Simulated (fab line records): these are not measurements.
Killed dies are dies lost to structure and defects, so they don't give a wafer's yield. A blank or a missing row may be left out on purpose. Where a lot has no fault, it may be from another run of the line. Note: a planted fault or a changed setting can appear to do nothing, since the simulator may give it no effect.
fab line records	flow sky130
record: lots: 5	wafers: 15	last-day: 48
route steps=708 shown CONTACT@426 METAL1@434 VIA1@458 PAD_OPEN@708
lots that met no fault: from a run of the same line without faults
start-h: the number of hours between the record's first day and the start of the first shown wafer of the lot	wait-h: time in hours since the lot's previous step	" identical to the entry in the row above	L1.1+2: a single row standing in for several wafers	- no value present, or no start provided	* or withheld: withheld	< > ~ a bound
route shown NAME@n: a module of which the file shows steps, and the number in the route of the first	usual: mean/standard deviation taken from wafers without a fault	same: alike in all rows	chamber/n: place in a boat	sites: the reading at each site	_std_site: how widely they spread, as a standard deviation	_edge_site: the outer-site mean with the inner-site mean subtracted	radius-mm: how far each site lies from the wafer's centre	mask NAME#n: copy n	behind: the tool/chamber that last shaped the wafer	hold: the reason the lot was held/the length of the hold in hours/how it ended	device: whichever transistor did not switch (one of n, p or np)	end of line: tests of these same wafers at the route's end	where a step has no rows: the recipe by itself	killed: dies lost to structure and defects at the first sort, not the wafer's yield	map: a wafer's dies, x killed, . not, _ none there
set.NAME: the setting that was run; set.NAME@STEP: the one run at that earlier step	model.NAME: the simulator's own value behind a step, which no gauge read
a table for each step, a row for each wafer; lots at some steps of the route
services: a tool's chamber out of use, with start hour (start-h, from the record's first day; less than 0 if before it), hours out, and reason
== steps ==
step: SKY_CONTACT_STRIP_20
recipe: chemistry: post-etch-residue-remover	time-s: 1200	temp-c: 72.5
step: SKY_CONTACT_CLEAN_21
recipe: chemistry: IPA	time-s: 180	temp-c: 25
step: SKY_CONTACT_CLEAN_22
recipe: chemistry: O3/DIW	dry: n2-spin
step: SKY_CONTACT_SPUTTER_23
recipe: material: TiN	target-thk-nm: 20	chamber-pressure-pa: 5	power-w: 4000	time-s: 80
step: SKY_CONTACT_CVD_24
recipe: material: W	target-thk-nm: 340	time-s: 102.12	temp-c: 400	pressure-torr: 40
usual: heater-power-outer-w: 543/72	heater-power-w: 883/69
lot.wafer	tool	chamber	start-h	wait-h	heater-power-outer-w	heater-power-w
L814.1	cvd-w-02	0	743.48	0.0	425	746
L814.5	"	1	"	"	528	897
L814.6	"	0	"	"	424	759
L816.3	cvd-w-02	1	759.64	0.1	538	881
L816.4	"	0	"	"	422	758
L816.5	"	0	"	"	415	769
L819.2	cvd-w-01	1	790.62	0.0	602	919
L819.3	"	1	"	"	603	937
L819.5	"	1	"	"	592	914
L820.3	cvd-w-01	1	805.35	0.1	602	907
L820.4	"	0	"	"	577	949
L820.5	"	1	"	"	612	932
L827.1	cvd-w-02	1	852.42	0.0	540	893
L827.2	"	0	"	"	421	776
L827.3	"	0	"	"	423	792
step: SKY_CONTACT_RS_MEAS_25
recipe: thk-meas-gauge: four-point-probe	reads: W_of_CONTACT_CVD_24+TiN_of_CONTACT_SPUTTER_23
usual: CONTACT_W_RS: 0.337/0.0033
lot.wafer	tool	chamber	start-h	wait-h	CONTACT_W_RS[ohm/sq]
L814.1	film-metro-04	-	743.60	0.1	0.340
L814.5	"	-	"	"	0.338
L814.6	"	-	"	"	0.340
L816.3	film-metro-04	-	759.75	0.1	0.338
L816.4	"	-	"	"	0.338
L816.5	"	-	"	"	0.342
L819.2	film-metro-03	-	790.75	0.1	0.339
L819.3	"	-	"	"	0.342
L819.5	"	-	"	"	0.336
L820.3	film-metro-01	-	805.47	0.1	0.334
L820.4	"	-	"	"	0.335
L820.5	"	-	"	"	0.335
L827.1	film-metro-01	-	852.53	0.1	0.342
L827.2	"	-	"	"	0.342
L827.3	"	-	"	"	0.343
step: SKY_CONTACT_THK_MEAS_26
recipe: thk-meas-gauge: xrf	reads: W_of_CONTACT_CVD_24
usual: CONTACT_W_THK: 337/5.2
lot.wafer	tool	chamber	start-h	wait-h	CONTACT_W_THK[nm]
L814.1	film-metro-04	-	743.72	0.1	332
L814.5	"	-	"	"	333
L814.6	"	-	"	"	332
L816.3	film-metro-04	-	759.85	0.1	333
L816.4	"	-	"	"	332
L816.5	"	-	"	"	328
L819.2	film-metro-03	-	790.86	0.1	342
L819.3	"	-	"	"	338
L819.5	"	-	"	"	345
L820.3	film-metro-01	-	805.57	0.1	346
L820.4	"	-	"	"	347
L820.5	"	-	"	"	344
L827.1	film-metro-01	-	852.65	0.1	329
L827.2	"	-	"	"	329
L827.3	"	-	"	"	329
step: SKY_CONTACT_CMP_27
recipe: stop-on: SiO2	t-overpolish-s: 15	down-force-psi: 3.5	platen-rpm: 60	target-thk-nm: 0	pad-velocity-m-s: 0.94248
usual: motor-current-A: 10.6/1.3	overpolish-run-s: 15.000/0.0091	time-to-endpoint-s: 81.4/2.4
lot.wafer	tool	chamber	start-h	wait-h	motor-current-A	overpolish-run-s	time-to-endpoint-s
L814.1	cmp-02	3	743.93	0.2	10.8	15.001	79.6
L814.6	"	0	"	"	11.0	14.999	83.6
L814.5	"	1	"	"	10.4	14.998	80.1
L816.3	cmp-02	2	759.89	0.0	9.1	14.989	79.7
L816.4	"	0	"	"	11.1	14.999	83.6
L816.5	"	3	"	"	11.6	14.982	79.1
L819.3	cmp-02	3	791.01	0.1	10.6	14.980	76.3
L819.2	"	0	"	"	11.2	14.993	79.0
L819.5	"	1	"	"	10.1	14.996	78.2
L820.3	cmp-01	0	805.61	0.0	11.7	15.000	80.3
L820.4	"	3	"	"	9.6	14.991	85.2
L820.5	"	0	"	"	11.4	14.992	81.8
L827.2	cmp-02	2	852.71	0.0	9.2	15.010	80.1
L827.1	"	3	"	"	11.1	14.988	81.9
L827.3	"	1	"	"	10.6	14.988	80.5
step: SKY_METAL1_SPUTTER_00
recipe: material: Ti	target-thk-nm: 15	power-w: 3000	time-s: 10	chamber-pressure-pa: 0.4
step: SKY_METAL1_SPUTTER_01
recipe: material: TiN	target-thk-nm: 20	power-w: 6500	time-s: 16.7	chamber-pressure-pa: 0.4
step: SKY_METAL1_SPUTTER_02
recipe: material: AlCu	target-thk-nm: 250	power-w: 10600	time-s: 13.3	chamber-pressure-pa: 0.4
step: SKY_METAL1_SPUTTER_03
recipe: material: Ti	target-thk-nm: 5	power-w: 3000	time-s: 3.3	chamber-pressure-pa: 0.4
step: SKY_METAL1_SPUTTER_04
recipe: material: TiN	target-thk-nm: 70	power-w: 6500	time-s: 58.3	chamber-pressure-pa: 0.4
usual: throttle-valve-pct: 30.6/1.2
lot.wafer	tool	chamber	start-h	wait-h	throttle-valve-pct
L814.1	pvd-sputter-01	-	744.17	0.0	31.0
L814.5	"	-	"	"	30.0
L814.6	"	-	"	"	30.7
L816.3	pvd-sputter-03	-	760.28	0.0	30.9
L816.4	"	-	"	"	29.8
L816.5	"	-	"	"	30.8
L819.2	pvd-sputter-02	-	791.30	0.0	30.5
L819.3	"	-	"	"	33.2
L819.5	"	-	"	"	33.4
L820.3	pvd-sputter-01	-	806.00	0.0	30.8
L820.4	"	-	"	"	30.0
L820.5	"	-	"	"	30.4
L827.1	pvd-sputter-02	-	853.10	0.0	30.5
L827.2	"	-	"	"	28.6
L827.3	"	-	"	"	31.8
step: SKY_METAL1_RS_MEAS_05
recipe: thk-meas-gauge: four-point-probe	reads: TiN_of_METAL1_SPUTTER_04+Ti_of_METAL1_SPUTTER_03+AlCu_of_METAL1_SPUTTER_02+TiN_of_METAL1_SPUTTER_01+Ti_of_METAL1_SPUTTER_00
usual: METAL1_ALCU_RS: 0.1267/0.0012
lot.wafer	tool	chamber	start-h	wait-h	METAL1_ALCU_RS[ohm/sq]
L814.1	film-metro-02	-	744.23	0.0	0.1269
L814.5	"	-	"	"	0.1272
L814.6	"	-	"	"	0.1268
L816.3	film-metro-04	-	760.37	0.1	0.1264
L816.4	"	-	"	"	0.1268
L816.5	"	-	"	"	0.1256
L819.2	film-metro-02	-	791.37	0.0	0.1269
L819.3	"	-	"	"	0.1259
L819.5	"	-	"	"	0.1266
L820.3	film-metro-04	-	806.09	0.1	0.1272
L820.4	"	-	"	"	0.1278
L820.5	"	-	"	"	0.1274
L827.1	film-metro-01	-	853.15	0.0	0.1243
L827.2	"	-	"	"	0.1254
L827.3	"	-	"	"	0.1251
step: SKY_METAL1_THK_MEAS_06
recipe: thk-meas-gauge: xrf	reads: AlCu_of_METAL1_SPUTTER_02
usual: METAL1_ALCU_THK: 251.1/2.6
lot.wafer	tool	chamber	start-h	wait-h	METAL1_ALCU_THK[nm]
L814.1	film-metro-02	-	744.35	0.1	249.7
L814.5	"	-	"	"	249.4
L814.6	"	-	"	"	252.5
L816.3	film-metro-04	-	760.47	0.1	251.9
L816.4	"	-	"	"	252.4
L816.5	"	-	"	"	251.9
L819.2	film-metro-02	-	791.48	0.1	251.0
L819.3	"	-	"	"	255.0
L819.5	"	-	"	"	251.5
L820.3	film-metro-04	-	806.19	0.1	248.3
L820.4	"	-	"	"	250.4
L820.5	"	-	"	"	249.1
L827.1	film-metro-01	-	853.27	0.1	255.3
L827.2	"	-	"	"	253.4
L827.3	"	-	"	"	254.2
step: SKY_METAL1_DEHYDRATE_07
recipe: temp-c: 200	time-s: 60
step: SKY_METAL1_HMDS_08
recipe: prime-time-s: 60	prime-temp-c: 120
step: SKY_METAL1_COAT_09
recipe: resist: BARC	temp-c: withheld	time-s: withheld	spin-rpm: 3000	resist-thk-nm: 60
step: SKY_METAL1_COAT_10
recipe: resist: KrF-thick	spin-rpm: 3000	resist-thk-nm: 450
step: SKY_METAL1_SOFTBAKE_11
recipe: temp-c: 100	time-s: 90	resist: KrF-thick
step: SKY_METAL1_EXPOSE_12
recipe: mask-id: MM1	na: 0.8	source-shape: annular	sigma-inner: 0.55	sigma-outer: 0.85	target-cd-nm: 140	dose-mj: 28
step: SKY_METAL1_PEB_13
recipe: peb-temp-c: withheld	peb-time-s: withheld	resist: KrF-thick
step: SKY_METAL1_DEVELOP_14
recipe: develop-time-s: 60	resist: KrF-thick	dev-temp-c: 21
step: SKY_METAL1_CD_MEAS_15
recipe: target-cd-nm: 140
usual: cd-nm: 139.1/1.7
lot.wafer	tool	chamber	start-h	wait-h	cd-nm
L814.1	cd-sem-02	-	770.65	-	137.6
L814.5	"	-	"	"	134.5
L814.6	"	-	"	"	136.9
L816.3	cd-sem-02	-	787.69	-	136.7
L816.4	"	-	"	"	137.2
L816.5	"	-	"	"	136.5
L819.2	cd-sem-01	-	817.33	-	140.1
L819.3	"	-	"	"	139.9
L819.5	"	-	"	"	139.4
L820.3	cd-sem-01	-	832.69	-	141.1
L820.4	"	-	"	"	139.8
L820.5	"	-	"	"	142.3
L827.1	cd-sem-01	-	878.91	-	142.3
L827.2	"	-	"	"	141.4
L827.3	"	-	"	"	141.9
step: SKY_METAL1_OVL_MEAS_16
usual: METAL1_OVL: -4/6.1
lot.wafer	tool	chamber	start-h	wait-h	METAL1_OVL[nm]
L814.1	overlay-02	-	770.77	0.1	1
L814.5	"	-	"	"	1
L814.6	"	-	"	"	-10
L816.3	overlay-01	-	787.78	0.1	-3
L816.4	"	-	"	"	-17
L816.5	"	-	"	"	0
L819.2	overlay-01	-	817.44	0.1	-1
L819.3	"	-	"	"	-5
L819.5	"	-	"	"	-3
L820.3	overlay-02	-	832.78	0.1	5
L820.4	"	-	"	"	7
L820.5	"	-	"	"	-2
L827.1	overlay-01	-	879.03	0.1	-14
L827.2	"	-	"	"	-14
L827.3	"	-	"	"	-17
step: SKY_METAL1_DESCUM_17
recipe: chemistry: O2	source-power-w: 150	bias-power-w: 0	pressure-mtorr: 10	temp-c: 40	time-s: 8
usual: drypump-motor-current-A: 5.7/0.67	oes-product-au: 1.000/0.0077	rf-fwd-power-W: 147.2/0.87
lot.wafer	tool	chamber	start-h	wait-h	drypump-motor-current-A	oes-product-au	rf-fwd-power-W	rf-hours-counter-h
L814.1	rie-metal-04	1	770.81	0.0	6.1	1.003	146.8	14
L814.5	"	0	"	"	5.1	1.011	147.0	-
L814.6	"	1	"	"	6.0	0.997	146.1	-
L816.3	rie-metal-02	1	787.82	0.0	6.5	1.004	149.1	-
L816.4	"	0	"	"	4.7	1.001	147.6	-
L816.5	"	0	"	"	4.7	0.997	148.1	-
L819.2	rie-metal-02	0	817.47	0.0	4.7	1.002	146.8	12
L819.3	"	0	"	"	4.7	0.996	147.1	-
L819.5	"	1	"	"	6.5	1.015	148.5	-
L820.3	rie-metal-04	0	832.83	0.0	5.1	1.004	146.5	-
L820.4	"	0	"	"	5.1	1.013	146.5	-
L820.5	"	0	"	"	5.1	0.997	146.9	-
L827.1	rie-metal-03	0	879.06	0.0	6.0	0.991	147.7	12
L827.2	"	1	"	"	6.2	0.994	146.7	15
L827.3	"	1	"	"	6.2	0.985	147.2	-
step: SKY_METAL1_ETCH_18
recipe: chemistry: N2/H2	target: BARC	ion-energy-ev: 200	bias-w: 100	pressure-mtorr: 30	n2-flow-sccm: 100	h2-flow-sccm: 200	icp-w: 500	stop-on: SiO2	time-s: 45.9	target-depth-a: 600
step: SKY_METAL1_METAL_ETCH_19
recipe: target-depth-a: 3600	stop-on: SiO2	over-etch-frac: 0.3	time-s: 78	chemistry: Cl2/BCl3	resist-sidewall-deg: 88	pressure-mtorr: 10	icp-w: 900	bias-w: 48.5	Cl2_flow_sccm: 60	bcl3-flow-sccm: 30
usual: drypump-motor-current-A: 5.7/0.67	oes-product-au: 0.855/0.0058	rf-fwd-power-W: 894/3.4	throttle-valve-pct: 22.264/0.0097
lot.wafer	tool	chamber	start-h	wait-h	drypump-motor-current-A	oes-product-au	rf-fwd-power-W	rf-hours-counter-h	throttle-valve-pct
L814.1	rie-metal-04	1	770.90	0.0	6.0	0.844	893	14	22.269
L814.5	"	0	"	"	5.1	0.850	890	-	22.258
L814.6	"	1	"	"	6.0	0.852	888	-	22.260
L816.3	rie-metal-02	1	787.93	0.1	6.5	0.850	896	-	22.252
L816.4	"	0	"	"	4.7	0.859	887	-	22.263
L816.5	"	0	"	"	4.7	0.849	892	-	22.272
L819.2	rie-metal-02	0	817.56	0.0	4.7	0.851	894	12	22.254
L819.3	"	0	"	"	4.7	0.866	897	-	22.267
L819.5	"	1	"	"	6.5	0.852	904	-	22.262
L820.3	rie-metal-04	0	833.06	0.1	5.1	0.860	889	-	22.264
L820.4	"	0	"	"	5.1	0.844	894	-	22.265
L820.5	"	0	"	"	5.1	0.851	894	-	22.244
L827.1	rie-metal-03	0	879.16	0.0	6.0	0.870	896	13	22.253
L827.2	"	1	"	"	6.2	0.860	900	15	22.243
L827.3	"	1	"	"	6.2	0.855	896	-	22.273
step: SKY_METAL1_STRIP_20
recipe: chemistry: O2/N2	power-w: 1400	pressure-mtorr: 1500	platen-temp-c: withheld	o2-flow-sccm: 3000	n2-flow-sccm: 300	overash-fraction: 0.5
usual: drypump-motor-current-A: 5.6/0.51	oes-product-au: 0.343/0.0047	strip-time-to-endpoint-s: 2.70/0.037
lot.wafer	tool	chamber	start-h	wait-h	drypump-motor-current-A	oes-product-au	rf-hours-counter-h	strip-time-to-endpoint-s
L814.1	plasma-asher-01	0	770.99	0.1	5.0	0.349	34	2.68
L814.5	"	1	"	"	6.1	0.338	-	2.69
L814.6	"	0	"	"	5.0	0.337	-	2.72
L816.3	plasma-asher-02	0	788.02	0.1	5.3	0.337	-	2.72
L816.4	"	1	"	"	5.7	0.347	-	2.78
L816.5	"	0	"	"	5.3	0.343	-	2.79
L819.2	plasma-asher-01	1	817.65	0.1	6.1	0.343	38	2.77
L819.3	"	1	"	"	6.1	0.339	-	2.73
L819.5	"	1	"	"	6.1	0.349	-	2.68
L820.3	plasma-asher-01	0	833.21	0.1	5.0	0.349	-	2.73
L820.4	"	1	"	"	6.1	0.346	-	2.68
L820.5	"	0	"	"	5.0	0.342	-	2.69
L827.1	plasma-asher-01	1	879.25	0.1	6.1	0.336	45	2.71
L827.2	"	0	"	"	4.9	0.342	45	2.73
L827.3	"	0	"	"	5.0	0.344	-	2.73
step: SKY_METAL1_STRIP_21
recipe: chemistry: post-etch-residue-remover	time-s: 1200	temp-c: 72.5
step: SKY_METAL1_CLEAN_22
recipe: chemistry: IPA	time-s: 180	temp-c: 25
step: SKY_METAL1_CLEAN_23
recipe: chemistry: O3/DIW	dry: n2-spin
step: SKY_VIA1_HDPCVD_00
recipe: material: SiO2	target-thk-nm: 1030	sigma-open-frac: 0.3	time-s: 171.7	temp-c: 400	sih4-flow-sccm: 60	pressure-mtorr: 6
step: SKY_VIA1_THK_MEAS_01
recipe: reads: SiO2_of_VIA1_HDPCVD_00
usual: VIA1_HDPCVD_THK: 1032/10
lot.wafer	tool	chamber	start-h	wait-h	VIA1_HDPCVD_THK[nm]
L814.1	film-metro-01	-	771.69	0.1	1027
L814.5	"	-	"	"	1025
L814.6	"	-	"	"	1042
L816.3	film-metro-01	-	788.73	0.1	1021
L816.4	"	-	"	"	1023
L816.5	"	-	"	"	1010
L819.2	film-metro-03	-	818.37	0.1	1031
L819.3	"	-	"	"	1043
L819.5	"	-	"	"	1034
L820.3	film-metro-03	-	834.00	0.1	1057
L820.4	"	-	"	"	1035
L820.5	"	-	"	"	1041
L827.1	film-metro-01	-	879.96	0.1	1029
L827.2	"	-	"	"	1049
L827.3	"	-	"	"	1031
step: SKY_VIA1_CMP_02
recipe: material: SiO2	down-force-psi: 4	platen-rpm: 60	pad-velocity-m-s: 0.94248
step: SKY_VIA1_BOW_MEAS_03
recipe: mode: bow
usual: VIA1_BOW: 80/6.9
lot.wafer	tool	chamber	start-h	wait-h	VIA1_BOW[um]
L814.1	film-metro-03	-	772.05	0.2	82
L814.5	"	-	"	"	77
L814.6	"	-	"	"	78
L816.3	film-metro-03	-	789.11	0.3	73
L816.4	"	-	"	"	82
L816.5	"	-	"	"	72
L819.2	film-metro-02	-	818.74	0.2	86
L819.3	"	-	"	"	88
L819.5	"	-	"	"	83
L820.3	film-metro-03	-	834.38	0.2	78
L820.4	"	-	"	"	65
L820.5	"	-	"	"	70
L827.1	film-metro-02	-	880.32	0.2	81
L827.2	"	-	"	"	82
L827.3	"	-	"	"	77
step: SKY_VIA1_DEHYDRATE_04
recipe: temp-c: 200	time-s: 60
step: SKY_VIA1_HMDS_05
recipe: prime-time-s: 60	prime-temp-c: 120
step: SKY_VIA1_COAT_06
recipe: resist: BARC	temp-c: withheld	time-s: withheld	spin-rpm: 3000	resist-thk-nm: 60
step: SKY_VIA1_COAT_07
recipe: resist: KrF-thick	spin-rpm: 3000	resist-thk-nm: 450
step: SKY_VIA1_SOFTBAKE_08
recipe: temp-c: 100	time-s: 90	resist: KrF-thick
step: SKY_VIA1_EXPOSE_09
recipe: mask-id: VIM	na: 0.8	source-shape: annular	sigma-inner: 0.55	sigma-outer: 0.85	target-cd-nm: 150	dose-mj: 38
step: SKY_PAD_OPEN_PROBE_99
usual: defect-limited-yield: 82.7/1.9	killed_at_M0_to_M3: 43/7.1	killed_at_M4_up: 3.2/1.9	killed-at-contacts: 23/5.1	killed-at-front-end: 15/4.5	killed-at-other: 0.4/0.65	killed-dies: 85/9.4	killed-open: 47/6.8	killed-short: 38/6.1	sort_bin_3_pad_short: 0.8/0.38	sort_bin_5_function: 10.3/1.5	sort_bin_6_memory: 6.2/1.1	sort-n-pass: 407/9.4	sort-yield-pct: 82.7/1.9
same: gross-dies: 492	killed-at-back-side: 0	sort_bin_4_leakage[%]: 0	sort_bin_8_speed[%]: 0
lot.wafer	tool	chamber	start-h	wait-h	defect-limited-yield[%]	killed_at_M0_to_M3	killed_at_M4_up	killed-at-contacts	killed-at-front-end	killed-at-other	killed-dies	killed-open	killed-short	sort_bin_3_pad_short[%]	sort_bin_5_function[%]	sort_bin_6_memory[%]	sort-n-pass	sort-yield-pct[%]	model.etest.tester.sort-n-pass	model.etest.tester.sort-yield-pct	model.etest.tester.sort_bin_5_pct	model.etest.tester.sort_bin_3_pct
L814.1	prober-02	-	1082.61	0.1	82.9	43	6	23	11	1	84	42	42	1.0	10.4	5.7	408	82.9	408	82.93	10.37	1.016
L814.5	prober-02	-	1082.81	0.2	82.3	42	6	28	11	0	87	57	30	0.4	12.4	4.9	405	82.3	405	82.32	12.4	0.4065
L814.6	prober-02	-	1082.86	0.2	81.3	48	2	19	23	0	92	48	44	0	11.4	7.3	400	81.3	400	81.3	11.38	0
L816.3	prober-02	-	1097.17	0.2	84.6	30	1	25	20	0	76	44	30	0.8	8.3	6.3	416	84.6	416	84.55	8.333	0.813
L816.4	prober-02	-	1097.22	0.2	85.2	34	2	31	6	0	73	40	33	0.8	8.1	5.9	419	85.2	419	85.16	8.13	0.813
L816.5	prober-02	-	1097.27	0.2	82.3	45	11	19	12	0	87	50	35	0.8	10.4	6.5	405	82.3	405	82.32	10.37	0.813
L819.2	prober-01	-	1118.39	0.1	83.9	39	2	28	9	1	79	41	36	0.8	8.9	6.3	413	83.9	413	83.94	8.943	0.813
L819.3	prober-01	-	1118.44	0.2	86.2	29	2	17	20	0	68	40	27	0.6	8.1	5.1	424	86.2	424	86.18	8.13	0.6098
L819.5	prober-01	-	1118.54	0.2	85.8	30	2	14	24	0	70	40	30	0.8	9.3	4.1	422	85.8	422	85.77	9.35	0.813
L820.3	prober-02	-	1131.01	0.2	80.1	49	4	28	17	0	98	57	41	0.4	12.6	6.9	394	80.1	394	80.08	12.6	0.4065
L820.4	prober-02	-	1131.06	0.2	79.9	45	2	29	23	0	99	55	44	1.6	9.8	8.7	393	79.9	393	79.88	9.756	1.626
L820.5	prober-02	-	1131.11	0.2	83.7	33	4	20	22	1	80	41	39	0.8	8.9	6.5	412	83.7	412	83.74	8.943	0.813
L827.1	prober-01	-	1162.92	0.1	84.1	32	7	19	20	0	78	42	35	0.8	8.9	6.1	414	84.1	414	84.15	8.943	0.813
L827.2	prober-01	-	1162.97	0.1	83.3	43	2	22	15	0	82	43	39	1.4	11.4	3.9	410	83.3	410	83.33	11.38	1.423
L827.3	prober-01	-	1163.02	0.2	74.8	86	0	20	18	0	124	37	34	2.8	16.1	6.3	368	74.8	368	74.8	16.06	2.846
killed by level:class
L814.1 VIA1:geometric-particle:open=12 VIA3:geometric-particle:open=8 CONTACT:geometric-particle:open=7 METAL4:geometric-particle:short=6 VIA3:geometric-particle:short=6 LOCAL_INTERCONNECT:geometric-particle:short=5 LI_CONTACT:geometric-particle:open=4 POLY_GATE:geometric-particle:short=4
L814.5 VIA1:geometric-particle:open=12 VIA3:geometric-particle:open=11 LI_CONTACT:geometric-particle:open=9 CONTACT:geometric-particle:open=8 CONTACT:geometric-particle:short=6 FIELD_ISO:geometric-particle:open=5 VIA1:geometric-particle:short=4 VIA2:geometric-particle:open=4
L814.6 VIA1:geometric-particle:open=12 FIELD_ISO:geometric-particle:open=8 METAL1:geometric-particle:short=7 VIA2:geometric-particle:open=7 POLY_GATE:geometric-particle:short=6 VIA1:geometric-particle:short=6 CONTACT:geometric-particle:open=6 LI_CONTACT:geometric-particle:open=5
L816.3 LI_CONTACT:geometric-particle:open=10 CONTACT:geometric-particle:open=8 VIA1:geometric-particle:open=6 FIELD_ISO:geometric-particle:open=5 FIELD_ISO:geometric-particle:short=4 POLY_GATE:geometric-particle:short=4 VIA2:geometric-particle:open=4 CONTACT:geometric-particle:short=4
L816.4 LI_CONTACT:geometric-particle:open=8 CONTACT:geometric-particle:open=8 VIA2:geometric-particle:open=6 CONTACT:geometric-particle:short=6 METAL1:geometric-particle:short=6 VIA1:geometric-particle:open=5 LOCAL_INTERCONNECT:geometric-particle:short=5 METAL2:geometric-particle:short=5
L816.5 VIA1:geometric-particle:open=13 LI_CONTACT:geometric-particle:open=8 CONTACT:geometric-particle:open=7 METAL4:geometric-particle:short=7 METAL2:geometric-particle:short=6 VIA3:geometric-particle:open=6 FIELD_ISO:geometric-particle:open=5 VIA2:geometric-particle:open=5
L819.2 VIA1:geometric-particle:open=8 LI_CONTACT:geometric-particle:open=7 CONTACT:geometric-particle:open=7 LOCAL_INTERCONNECT:geometric-particle:short=6 CONTACT:geometric-particle:short=5 VIA2:geometric-particle:open=5 VIA3:geometric-particle:open=5 METAL1:geometric-particle:short=4
L819.3 FIELD_ISO:geometric-particle:open=7 LI_CONTACT:geometric-particle:open=7 CONTACT:geometric-particle:open=7 VIA1:geometric-particle:open=7 FIELD_ISO:geometric-particle:short=4 POLY_GATE:geometric-particle:short=4 VIA2:geometric-particle:open=4 POLY_GATE:geometric-particle:open=3
L819.5 FIELD_ISO:geometric-particle:open=10 VIA3:geometric-particle:open=8 VIA1:geometric-particle:open=7 FIELD_ISO:geometric-particle:short=5 POLY_GATE:geometric-particle:short=5 CONTACT:geometric-particle:open=5 CONTACT:geometric-particle:short=5 VIA2:geometric-particle:open=5
L820.3 VIA1:geometric-particle:open=12 LI_CONTACT:geometric-particle:open=11 CONTACT:geometric-particle:open=7 VIA3:geometric-particle:short=6 VIA3:geometric-particle:open=6 POLY_GATE:geometric-particle:open=5 VIA2:geometric-particle:open=5 METAL1:geometric-particle:short=5
L820.4 VIA1:geometric-particle:open=14 CONTACT:geometric-particle:open=11 VIA2:geometric-particle:open=8 LI_CONTACT:geometric-particle:open=7 VIA1:geometric-particle:short=7 FIELD_ISO:geometric-particle:short=6 CONTACT:geometric-particle:short=6 FIELD_ISO:geometric-particle:open=4
L820.5 VIA1:geometric-particle:open=9 CONTACT:geometric-particle:open=7 VIA2:geometric-particle:open=6 POLY_GATE:geometric-particle:short=5 CONTACT:geometric-particle:short=5 METAL1:geometric-particle:short=5 FIELD_ISO:geometric-particle:open=4 POLY_GATE:geometric-particle:open=4
L827.1 CONTACT:geometric-particle:open=10 VIA3:geometric-particle:open=10 METAL4:geometric-particle:short=6 FIELD_ISO:geometric-particle:short=5 POLY_GATE:geometric-particle:short=5 FIELD_ISO:geometric-particle:open=4 VIA3:geometric-particle:short=4 VIA2:geometric-particle:open=4
L827.2 VIA1:geometric-particle:open=11 CONTACT:geometric-particle:open=7 VIA3:geometric-particle:open=7 VIA2:geometric-particle:open=6 LOCAL_INTERCONNECT:geometric-particle:short=6 FIELD_ISO:geometric-particle:short=5 METAL1:geometric-particle:short=5 LI_CONTACT:geometric-particle:open=4
L827.3 METAL1:unspecified=53 CONTACT:geometric-particle:open=7 VIA1:geometric-particle:open=7 VIA3:geometric-particle:open=7 FIELD_ISO:geometric-particle:open=5 POLY_GATE:geometric-particle:short=5 METAL1:geometric-particle:short=5 FIELD_ISO:geometric-particle:short=4
map L827.3 (x killed, . not)
__________x..x......_________
________.............._______
______x.x..............._____
_____x....x.x............____
____......xx.........x..x.___
___..x.......x...x.....x...__
__...x.......xx.....x......._
_......x..x.....x...x.x..xx..
_............x.....x.xx.x.xx.
_...x...........x..x.xxxxx...
_.............xxxx..xxxxxxx.x
_........x..x..x.x.xxxxxxxxx.
_x...x.x....x.....xxxxxxxxx..
_......x....x......xxxxxxxx..
_.x...xx............xxxxxxx..
__.......x...........xxx...x_
___..x...x...x.x........x..__
____...............x......___
_____......xx...x........____
______.x.........xx.x..._____
________x..xx...x..x.x_______
__________........x._________
map L819.2 (x killed, . not)
__________.........._________
________x.x..........._______
______x.....x....x.x...._____
_____....x....x..xx...x..____
____x....x......x.....x...___
___.....x........x.x.....xx__
__..................x......x_
_......x.........x..x....x...
_..x.......x..............x..
_.........x..x..x...xx...x..x
_x.......x....x.....x...x...x
_...............x.....x...xx.
_...x.x....................x.
_..x........x......x.x....x.x
_........x........xxx.......x
__.........x...............x_
___..x.........x.x......x..__
____....x..x.....x...x..x.___
_____.............xx...x.____
______.x.....x.......xx._____
________.........x...._______
__________.........._________
== services ==
tool	chamber	start-h	hours	kind
cmp-02	-	724.67	7.1	repair
cvd-w-02	-	726.53	1.1	repair
cmp-02	-	731.78	4.5	pm
cmp-01	-	744.16	4.0	pm
cmp-02	-	745.83	0.5	repair
cmp-01	-	754.12	1.3	repair
rie-metal-03	0	758.48	8.2	repair
cvd-w-01	-	767.74	6.9	pm
pvd-sputter-03	-	771.73	4.0	repair
pvd-sputter-01	-	779.61	4.9	repair
rie-metal-03	0	789.46	11.8	repair
cmp-01	-	791.95	5.6	pm
pvd-sputter-03	-	802.24	6.7	repair
cmp-02	-	803.27	0.6	repair
rie-metal-02	1	814.13	3.0	repair
rie-metal-04	1	824.96	-	clean
cmp-01	-	837.06	5.6	repair
plasma-asher-02	-	855.73	1.6	repair
cmp-01	-	858.97	2.0	repair
cmp-01	-	864.69	1.7	repair
plasma-asher-02	-	867.66	14.6	pm
pvd-sputter-02	-	867.82	0.9	repair
cvd-w-01	1	871.40	3.7	repair
rie-metal-03	-	872.11	0.3	repair
== key ==
first-sign: step: SKY_PAD_OPEN_PROBE_99	reading: killed_at_M0_to_M3	direction: up	sigmas: 6	usual: 43	struck: 86
effect: step: SKY_PAD_OPEN_PROBE_99	reading: sort_bin_3_pad_short	direction: up	sigmas: 5.3	usual: 0.8	struck: 2.8
model-effect: step: SKY_PAD_OPEN_PROBE_99	value: etest.tester.sort-n-pass	without: 416	struck: 368
met-at SKY_METAL1_SPUTTER_04
struck-wafers L827.3
fault: kind: chamber-particle-source	tool: pvd-sputter-02	chamber: -	onset-h: 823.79	steps: SKY_METAL1_SPUTTER_04	rate-per-visit-cm2: 0.83775	end-h: 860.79	scope: struck-wafers-only
